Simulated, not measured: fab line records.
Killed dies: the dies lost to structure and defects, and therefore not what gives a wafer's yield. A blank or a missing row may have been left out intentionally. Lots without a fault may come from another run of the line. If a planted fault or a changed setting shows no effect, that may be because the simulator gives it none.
fab line records | flow sky130
record lots=7 wafers=21 lastDay=50
route steps=708 shown LOCAL_INTERCONNECT@396 CONTACT@406
lots untouched by any fault: they come from a run of this same line in which no faults occurred
startH: the number of hours between the record's first day and the start of the first shown wafer of the lot | waitH: hours elapsed since this lot's preceding step | " as in the row above | L1.1+2: a row that stands for several wafers | - value missing, or start not given | * or withheld: withheld | < > ~ a bound
route shown NAME@n: NAME is a module with steps in the file, n the number in the route of the first one | usual: mean and standard deviation over wafers with no fault | same: alike in all rows | chamber/n: place in a boat | sites: the reading at each site | _std_site: the standard deviation of these | _edge_site: outer sites' mean less inner sites' | radiusMm: how far each site lies from the wafer's centre | mask NAME#n: copy n | behind: the tool/chamber that last shaped the wafer | hold: cause of the lot's hold/its duration in hours/its outcome | device: names the non-switching transistor (n, p or np) | end of line: at the end of the route, the tests of the same wafers | for a step that has no rows: nothing shown but its recipe | killed: at the first sort, the dies lost to defects and structure; wafer yield is something else | map: the dies of a wafer, with x for killed, . for not killed, _ for no die there
set.NAME: the setting that was run; set.NAME@STEP: the one run at that earlier step | model.NAME: the simulator's own value behind a step, which no gauge read
certain route steps with their lots: each step a table, each wafer a row
services: when a tool's chamber went out of use (startH, in hours from the record's first day, below 0 if earlier), for how many hours, and the reason
## steps
# step SKY_LOCAL_INTERCONNECT_PEB_09
# recipe pebTempC=withheld pebTimeS=withheld resist=KrF-thick
# step SKY_LOCAL_INTERCONNECT_DEVELOP_10
# recipe developTimeS=60 resist=KrF-thick devTempC=21
# step SKY_LOCAL_INTERCONNECT_CD_MEAS_11
# recipe targetCdNm=170
# usual cdNm=169.8/1.6
# columns lot.wafer tool chamber startH waitH cdNm
L845.2 cdSem-01 - 722.15 - 170.4
L845.3 " - " " 171.0
L845.5 " - " " 169.5
L846.2 cdSem-01 - 733.79 - 170.3
L846.3 " - " " 168.5
L846.5 " - " " 170.5
L848.1 cdSem-01 - 751.96 - 171.2
L848.4 " - " " 170.7
L848.6 " - " " 170.9
L855.4 cdSem-01 - 807.07 - 168.6
L855.5 " - " " 169.8
L855.6 " - " " 169.6
L859.1 cdSem-01 - 839.03 - 170.3
L859.2 " - " " 170.1
L859.5 " - " " 170.2
L864.2 cdSem-02 - 869.89 - 169.9
L864.5 " - " " 170.5
L864.6 " - " " 168.0
L865.1 cdSem-02 - 871.92 - 168.9
L865.3 " - " " 169.1
L865.6 " - " " 169.9
# step SKY_LOCAL_INTERCONNECT_OVL_MEAS_12
# usual LOCAL_INTERCONNECT_OVL=2/5.6
# columns lot.wafer tool chamber startH waitH LOCAL_INTERCONNECT_OVL[nm]
L845.2 overlay-01 - 722.25 0.1 12
L845.3 " - " " 14
L845.5 " - " " 7
L846.2 overlay-02 - 733.90 0.1 -1
L846.3 " - " " -2
L846.5 " - " " 0
L848.1 overlay-02 - 752.08 0.1 -2
L848.4 " - " " 3
L848.6 " - " " 9
L855.4 overlay-02 - 807.15 0.1 -4
L855.5 " - " " 5
L855.6 " - " " 2
L859.1 overlay-02 - 839.15 0.1 6
L859.2 " - " " 9
L859.5 " - " " 3
L864.2 overlay-01 - 869.99 0.1 6
L864.5 " - " " 3
L864.6 " - " " 2
L865.1 overlay-01 - 872.04 0.1 7
L865.3 " - " " 9
L865.6 " - " " 3
# step SKY_LOCAL_INTERCONNECT_ETCH_13
# recipe chemistry=N2/H2 target=BARC ionEnergyEv=200 biasW=100 pressureMtorr=30 n2FlowSccm=100 h2FlowSccm=200 icpW=500 stopOn=SiO2 timeS=45.9 targetDepthA=600
# usual drypumpMotorCurrentA=6.15/0.22 oesProductAu=0.855/0.0047 throttleValvePct=13.225/0.0092
# columns lot.wafer tool chamber startH waitH drypumpMotorCurrentA oesProductAu rfHoursCounterH throttleValvePct
L845.2 rieMetal-01 0 722.30 0.0 6.29 0.851 - 13.212
L845.3 " 0 " " 6.31 0.852 - 13.228
L845.5 " 0 " " 6.27 0.848 - 13.219
L846.2 rieMetal-03 0 733.95 0.0 5.94 0.856 - 13.216
L846.3 " 0 " " 6.00 0.859 - 13.231
L846.5 " 0 " " 5.96 0.860 - 13.222
L848.1 rieMetal-01 1 752.12 0.0 6.08 0.855 13 13.219
L848.4 " 1 " " 6.09 0.844 - 13.225
L848.6 " 1 " " 6.08 0.856 - 13.220
L855.4 rieMetal-03 0 807.23 0.1 5.99 0.855 - 13.221
L855.5 " 0 " " 6.00 0.858 - 13.200
L855.6 " 0 " " 6.01 0.855 - 13.219
L859.1 rieMetal-01 1 839.18 0.0 6.06 0.856 16 13.234
L859.2 " 0 " " 6.30 0.852 11 13.218
L859.5 " 1 " " 6.07 0.856 - 13.243
L864.2 rieMetal-03 1 870.02 0.0 5.64 0.853 9 13.220
L864.5 " 1 " " 5.63 0.861 - 13.231
L864.6 " 0 " " 5.96 0.853 - 13.258
L865.1 rieMetal-01 0 872.07 0.0 6.26 0.857 12 13.230
L865.3 " 1 " " 6.08 0.860 - 13.220
L865.6 " 0 " " 6.27 0.853 - 13.239
# step SKY_LOCAL_INTERCONNECT_METAL_ETCH_14
# recipe targetDepthNm=110 stopOn=PSG chemistry=Cl2/BCl3 target=TiN resistSidewallDeg=88 pressureMtorr=10 icpW=900 biasW=48.5 Cl2_flow_sccm=60 bcl3FlowSccm=30 timeS=31.4
# usual drypumpMotorCurrentA=6.14/0.22 oesProductAu=0.942/0.0077 throttleValvePct=21.900/0.011
# columns lot.wafer tool chamber startH waitH drypumpMotorCurrentA oesProductAu rfHoursCounterH throttleValvePct
L845.2 rieMetal-01 0 722.43 0.1 6.27 0.936 - 21.913
L845.3 " 0 " " 6.25 0.937 - 21.897
L845.5 " 0 " " 6.26 0.953 - 21.914
L846.2 rieMetal-03 0 734.07 0.1 5.96 0.949 - 21.899
L846.3 " 0 " " 5.98 0.933 - 21.909
L846.5 " 0 " " 5.95 0.926 - 21.906
L848.1 rieMetal-01 1 752.18 0.0 6.07 0.943 13 21.912
L848.4 " 1 " " 6.06 0.940 - 21.904
L848.6 " 1 " " 6.05 0.936 - 21.900
L855.4 rieMetal-03 0 807.35 0.1 5.99 0.940 - 21.895
L855.5 " 0 " " 5.98 0.936 - 21.912
L855.6 " 0 " " 5.98 0.939 - 21.891
L859.1 rieMetal-01 1 839.27 0.1 6.09 0.936 16 21.926
L859.2 " 0 " " 6.27 0.939 11 21.901
L859.5 " 1 " " 6.08 0.934 - 21.894
L864.2 rieMetal-03 1 870.08 0.0 5.62 0.941 9 21.894
L864.5 " 1 " " 5.61 0.939 - 21.900
L864.6 " 0 " " 6.02 0.944 - 21.894
L865.1 rieMetal-01 0 872.13 0.0 6.30 0.937 12 21.887
L865.3 " 1 " " 6.04 0.939 - 21.909
L865.6 " 0 " " 6.31 0.955 - 21.895
# step SKY_LOCAL_INTERCONNECT_STRIP_15
# recipe chemistry=O2/N2 powerW=1400 pressureMtorr=1500 platenTempC=withheld o2FlowSccm=3000 n2FlowSccm=300 overashFraction=0.5
# usual drypumpMotorCurrentA=5.6/0.58 oesProductAu=0.427/0.0047 stripTimeToEndpointS=4.715/0.021
# columns lot.wafer tool chamber startH waitH drypumpMotorCurrentA oesProductAu rfHoursCounterH stripTimeToEndpointS
L845.2 plasmaAsher-03 1 722.51 0.1 5.3 0.420 89 4.714
L845.3 " 0 " " 5.8 0.433 - 4.695
L845.5 " 0 " " 5.8 0.424 - 4.696
L846.2 plasmaAsher-03 1 734.16 0.1 5.3 0.425 90 4.680
L846.3 " 1 " " 5.3 0.429 - 4.712
L846.5 " 0 " " 5.8 0.426 - 4.704
L848.1 plasmaAsher-04 1 752.24 0.0 4.7 0.427 1 4.722
L848.4 " 1 " " 4.7 0.436 - 4.730
L848.6 " 1 " " 4.7 0.424 - 4.718
L855.4 plasmaAsher-01 1 807.43 0.1 5.5 0.428 - 4.705
L855.5 " 1 " " 5.4 0.427 - 4.725
L855.6 " 0 " " 6.2 0.432 - 4.699
L859.1 plasmaAsher-01 1 839.33 0.0 5.5 0.432 66 4.773
L859.2 " 0 " " 6.2 0.428 66 4.708
L859.5 " 1 " " 5.5 0.430 - 4.744
L864.2 plasmaAsher-01 0 870.14 0.0 6.2 0.428 69 4.684
L864.5 " 1 " " 5.4 0.431 - 4.698
L864.6 " 0 " " 6.2 0.429 - 4.703
L865.1 plasmaAsher-04 0 872.19 0.0 6.5 0.428 13 4.681
L865.3 " 1 " " 4.7 0.427 - 4.702
L865.6 " 1 " " 4.7 0.421 - 4.709
# step SKY_LOCAL_INTERCONNECT_STRIP_16
# recipe chemistry=postEtchResidueRemover timeS=1200 tempC=72.5
# step SKY_LOCAL_INTERCONNECT_CLEAN_17
# recipe chemistry=IPA timeS=180 tempC=25
# step SKY_LOCAL_INTERCONNECT_CLEAN_18
# recipe chemistry=O3/DIW dry=n2Spin
# step SKY_CONTACT_CVD_00
# recipe material=Si3N4 targetThkNm=75 tempC=400 timeS=withheld rfW=450
# usual heaterPowerW=762/130
# columns lot.wafer tool chamber startH waitH heaterPowerW
L845.2 pecvd-03 1 723.10 0.0 582
L845.3 " 0 " " 870
L845.5 " 1 " " 591
L846.2 pecvd-04 1 734.81 0.0 577
L846.3 " 0 " " 638
L846.5 " 1 " " 583
L848.1 pecvd-03 1 752.83 0.0 538
L848.4 " 1 " " 543
L848.6 " 0 " " 681
L855.4 pecvd-04 1 808.01 0.0 601
L855.5 " 0 " " 667
L855.6 " 2 " " 929
L859.1 pecvd-04 2 839.93 0.0 1083
L859.2 " 0 " " 649
L859.5 " 0 " " 644
L864.2 pecvd-03 0 870.73 0.0 856
L864.5 " 2 " " 880
L864.6 " 0 " " 720
L865.1 pecvd-03 2 872.78 0.0 790
L865.3 " 2 " " 783
L865.6 " 0 " " 836
# step SKY_CONTACT_THK_MEAS_01
# recipe reads=Si3N4_of_CONTACT_CVD_00
# usual CONTACT_CVD_00_THK=74.9/1.2
# columns lot.wafer tool chamber startH waitH CONTACT_CVD_00_THK[nm]
L845.2 filmMetro-01 - 723.15 - 74.0
L845.3 " - " " 74.5
L845.5 " - " " 75.8
L846.2 filmMetro-01 - 734.85 - 75.8
L846.3 " - " " 74.7
L846.5 " - " " 76.3
L848.1 filmMetro-02 - 752.86 - 75.6
L848.4 " - " " 76.5
L848.6 " - " " 76.3
L855.4 filmMetro-02 - 808.05 - 76.6
L855.5 " - " " 76.1
L855.6 " - " " 75.2
L859.1 filmMetro-04 - 839.97 - 73.9
L859.2 " - " " 75.2
L859.5 " - " " 75.3
L864.2 filmMetro-02 - 870.79 - 73.9
L864.5 " - " " 73.1
L864.6 " - " " 75.1
L865.1 filmMetro-01 - 872.83 - 71.5
L865.3 " - " " 72.2
L865.6 " - " " 75.1
# step SKY_CONTACT_HDPCVD_02
# recipe material=SiO2 targetThkNm=565 sigmaOpenFrac=0.3 timeS=94.2 tempC=600 sih4FlowSccm=60 pressureMtorr=6
# usual runLengthS=122.2/0.35
# columns lot.wafer tool chamber startH waitH runLengthS model.SiO2_of_CONTACT_HDPCVD_02.thkNm
L845.2 hdpcvd-02 0 723.20 0.0 122.9 558.4
L845.3 " 2 " " 104.3 459.2
L845.5 " 1 " " 122.5 572.9
L846.2 hdpcvd-02 2 734.90 0.0 104.8 454.6
L846.3 " 1 " " 122.5 565.2
L846.5 " 2 " " 104.2 455.5
L848.1 hdpcvd-02 2 752.92 0.1 104.2 461
L848.4 " 2 " " 104.5 467.9
L848.6 " 0 " " 122.4 570.5
L855.4 hdpcvd-01 1 808.12 0.1 122.8 566.3
L855.5 " 2 " " 121.8 570.9
L855.6 " 0 " " 121.4 555.6
L859.1 hdpcvd-02 1 840.03 0.1 122.6 569
L859.2 " 0 " " 122.2 563.2
L859.5 " 0 " " 121.9 565.5
L864.2 hdpcvd-01 2 870.84 0.0 122.2 567
L864.5 " 0 " " 122.2 568.4
L864.6 " 2 " " 122.4 576.5
L865.1 hdpcvd-01 0 872.89 0.1 121.4 561
L865.3 " 1 " " 122.0 568.6
L865.6 " 2 " " 122.0 563.9
# step SKY_CONTACT_THK_MEAS_03
# recipe reads=SiO2_of_CONTACT_HDPCVD_02
# usual CONTACT_HDPCVD_THK=566/5.2
# columns lot.wafer tool chamber startH waitH hold CONTACT_HDPCVD_THK[nm]
L845.2 filmMetro-04 - 723.28 0.0 awaitDispo/0.2h/release 558
L845.3 " - " " awaitDispo/0.2h/release 459
L845.5 " - " " awaitDispo/0.2h/release 573
L845.2 filmMetro-04 - 723.50 0.2 - 558
L845.3 " - " " - 459
L845.5 " - " " - 573
L846.2 filmMetro-04 - 734.98 0.0 awaitDispo/0.2h/release 454
L846.3 " - " " awaitDispo/0.2h/release 565
L846.5 " - " " awaitDispo/0.2h/release 455
L846.2 filmMetro-04 - 735.28 0.3 - 454
L846.3 " - " " - 565
L846.5 " - " " - 456
L848.1 filmMetro-04 - 752.99 0.0 awaitDispo/0.2h/release 461
L848.4 " - " " awaitDispo/0.2h/release 468
L848.6 " - " " awaitDispo/0.2h/release 571
L848.1 filmMetro-04 - 753.22 0.2 - 461
L848.4 " - " " - 468
L848.6 " - " " - 571
L855.4 filmMetro-04 - 808.18 0.0 - 566
L855.5 " - " " - 571
L855.6 " - " " - 556
L859.1 filmMetro-01 - 840.10 0.0 - 569
L859.2 " - " " - 563
L859.5 " - " " - 565
L864.2 filmMetro-04 - 870.92 0.0 - 567
L864.5 " - " " - 568
L864.6 " - " " - 576
L865.1 filmMetro-02 - 872.96 0.0 - 561
L865.3 " - " " - 569
L865.6 " - " " - 564
# step SKY_CONTACT_CMP_04
# recipe material=SiO2 downForcePsi=4 platenRpm=60 padVelocityMS=0.94248
# usual motorCurrentA=12.6/1.8 timeToEndpointS=81/4.1
# columns lot.wafer tool chamber startH waitH hold motorCurrentA timeToEndpointS
L845.3 cmp-01 1 725.55 2.0 awaitDispo/1.9h/release 13.9 42
L845.2 " 2 " " awaitDispo/1.9h/release 14.2 79
L845.5 " 0 " " awaitDispo/1.9h/release 11.6 79
L846.2 cmp-02 1 737.33 2.0 awaitDispo/1.9h/release 11.2 45
L846.3 " 2 " " awaitDispo/1.9h/release 13.5 81
L846.5 " 2 " " awaitDispo/1.9h/release 13.5 42
L848.1 cmp-01 2 760.44 7.2 awaitDispo/7.1h/release 14.4 48
L848.4 " 0 " " awaitDispo/7.1h/release 11.9 46
L848.6 " 2 " " awaitDispo/7.1h/release 14.5 89
L855.4 cmp-02 3 808.31 0.1 - 15.0 86
L855.6 " 1 " " - 11.5 83
L855.5 " 2 " " - 12.9 83
L859.2 cmp-02 3 840.16 0.0 - 15.7 81
L859.1 " 1 " " - 11.6 83
L859.5 " 0 " " - 10.7 76
L864.2 cmp-02 1 871.07 0.1 - 11.5 84
L864.6 " 3 " " - 14.4 87
L864.5 " 0 " " - 11.3 77
L865.1 cmp-01 3 873.07 0.1 - 9.2 78
L865.3 " 0 " " - 12.0 78
L865.6 " 3 " " - 9.9 76
# step SKY_CONTACT_BOW_MEAS_05
# recipe mode=bow
# usual CONTACT_BOW=81/8.1
# columns lot.wafer tool chamber startH waitH CONTACT_BOW[um]
L845.2 filmMetro-01 - 725.82 0.2 88
L845.3 " - " " 82
L845.5 " - " " 95
L846.2 filmMetro-01 - 737.77 0.4 71
L846.3 " - " " 65
L846.5 " - " " 88
L848.1 filmMetro-04 - 760.74 0.2 87
L848.4 " - " " 85
L848.6 " - " " 98
L855.4 filmMetro-01 - 808.57 0.2 83
L855.5 " - " " 72
L855.6 " - " " 80
L859.1 filmMetro-04 - 840.46 0.1 88
L859.2 " - " " 79
L859.5 " - " " 81
L864.2 filmMetro-01 - 871.29 0.2 76
L864.5 " - " " 74
L864.6 " - " " 64
L865.1 filmMetro-02 - 873.32 0.2 87
L865.3 " - " " 82
L865.6 " - " " 96
## services
# columns tool chamber startH hours kind
pecvd-03 2 699.77 3.6 repair
rieMetal-01 1 708.70 19.3 repair
hdpcvd-01 - 718.18 6.0 pm
hdpcvd-02 - 724.21 0.8 repair
cmp-01 - 732.94 5.1 pm
plasmaAsher-04 - 733.75 9.0 pm
pecvd-04 - 745.24 1.4 repair
cmp-02 - 751.43 4.0 pm
hdpcvd-01 - 756.36 4.3 pm
hdpcvd-01 0 761.16 1.7 repair
plasmaAsher-03 - 765.19 2.8 pm
cmp-01 - 781.66 5.1 pm
hdpcvd-01 1 782.89 8.8 repair
plasmaAsher-04 - 784.45 4.2 repair
cmp-01 - 788.21 1.5 repair
plasmaAsher-01 - 794.23 10.0 pm
cmp-02 - 809.67 6.1 repair
cmp-02 - 821.56 0.5 repair
plasmaAsher-01 - 827.18 2.3 repair
cmp-02 - 848.98 3.1 repair
cmp-02 - 852.05 6.3 pm
rieMetal-01 1 852.15 1.1 repair
rieMetal-01 1 853.27 - clean
rieMetal-01 1 853.27 14.5 scheduledDown
## key
firstSign step=SKY_CONTACT_HDPCVD_02 reading=runLengthS direction=down sigmas=51 usual=* struck=*
effect step=SKY_CONTACT_THK_MEAS_03 reading=visit direction=added
effect step=SKY_CONTACT_THK_MEAS_03 reading=CONTACT_HDPCVD_THK direction=down sigmas=21 usual=566 struck=460
effect step=SKY_CONTACT_CMP_04 reading=timeToEndpointS direction=down sigmas=8.8 usual=* struck=*
modelEffect step=SKY_CONTACT_HDPCVD_02 value=SiO2_of_CONTACT_HDPCVD_02.thkNm without=566.5 struck=459.7
metAt SKY_CONTACT_HDPCVD_02
struckWafers L845.3,L846.2,L846.5,L848.1,L848.4
sortLeftOut L846.2,L846.5
testerLeftOut L845,L846,L848
fault kind=processParameterDrift tool=hdpcvd-02 chamber=2 onsetH=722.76 steps=SKY_CONTACT_HDPCVD_02 channel=timeS offset=* shape=step endH=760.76 actsIn=* stated=*
# testerLeftOut: of these lots the tester's yield and bins aren't shown, on N5 and GAA mostly nor the transistor test; their killed dies are dies lost to structure and defects alone, not to doping, threshold or leakage, so they don't give the yield
# sortLeftOut: the simulated sort isn't trusted on such a fault, so these wafers' sort isn't shown, and their yield isn't known
